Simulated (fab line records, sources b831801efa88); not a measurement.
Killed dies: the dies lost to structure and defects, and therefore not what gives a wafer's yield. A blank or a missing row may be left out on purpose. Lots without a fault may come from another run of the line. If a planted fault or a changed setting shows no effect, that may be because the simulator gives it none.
Which tool did it? / flow gf180mcu / 7 lots, 21 wafers sampled, at 2 steps of a route of 602

WHAT THE GAUGES SHOWED, per wafer
GF_V4_THK_MEAS_01.
lot=L349; measured=day 24 19:19; on=film_metro-01; V4_CVD_00_THK (nm)=610 604 603
lot=L356; measured=day 26 17:48; on=film_metro-04; V4_CVD_00_THK (nm)=597 603 599
lot=L359; measured=day 27 20:20; on=film_metro-01; V4_CVD_00_THK (nm)=1219 1205 1213 1218 1205 1213
lot=L361; measured=day 28 05:08; on=film_metro-01; V4_CVD_00_THK (nm)=598 604 607
lot=L363; measured=day 28 20:55; on=film_metro-01; V4_CVD_00_THK (nm)=593 598 596
lot=L366; measured=day 29 20:20; on=film_metro-04; V4_CVD_00_THK (nm)=598 600 597
lot=L369; measured=day 30 13:34; on=film_metro-04; V4_CVD_00_THK (nm)=601 601 602

WHAT TOOL EACH LOT RAN ON (gives the tool, then ch and the chambers of the sampled wafers, and finally the start)
lot=L349; GF_V4_CVD_00=hdpcvd-02 ch 0,1, day 24 19:14
lot=L356; GF_V4_CVD_00=hdpcvd-01 ch 0,1, day 26 17:44
lot=L359; GF_V4_CVD_00=hdpcvd-01 ch 1,2, day 27 20:00
lot=L361; GF_V4_CVD_00=hdpcvd-01 ch 0,1, day 28 05:03
lot=L363; GF_V4_CVD_00=hdpcvd-01 ch 0,1, day 28 20:50
lot=L366; GF_V4_CVD_00=hdpcvd-02 ch 0,1, day 29 20:15
lot=L369; GF_V4_CVD_00=hdpcvd-01 ch 0,2, day 30 13:30
- GF_V4_CVD_00: deposits SiO2, target thk 600 nm, time 100 s.

THE ANSWER, worked out from the rows above alone
Rule: usual is defined by the lots themselves. Put in order of their means at a reading, lots are off if they are a third of the lots or fewer, leave a main group of 4 or more, and stand apart from it by a gap of 3 or more times the standard deviation of the main group's means; of several such gaps the widest counts. A main group is skipped when, at the precision printed for the reading in the tables above, its means are all equal. Also off: a lot with no number at a reading for which 4 or more lots have one. Where the step has rows for the other lots, those lots are counted as sound.
Off: at GF_V4_THK_MEAS_01 (V4_CVD_00_THK), L359. Main group: mean 601 nm, sd 3.2.
If a tool, at a process step before that reading, ran all the lots that are off and no sound lot after the first of them, it fits. Those tools and the gauges at GF_V4_THK_MEAS_01 are tried in the same way. Of those tried, none fits.

WHAT WAS PUT IN BY THE SIMULATOR
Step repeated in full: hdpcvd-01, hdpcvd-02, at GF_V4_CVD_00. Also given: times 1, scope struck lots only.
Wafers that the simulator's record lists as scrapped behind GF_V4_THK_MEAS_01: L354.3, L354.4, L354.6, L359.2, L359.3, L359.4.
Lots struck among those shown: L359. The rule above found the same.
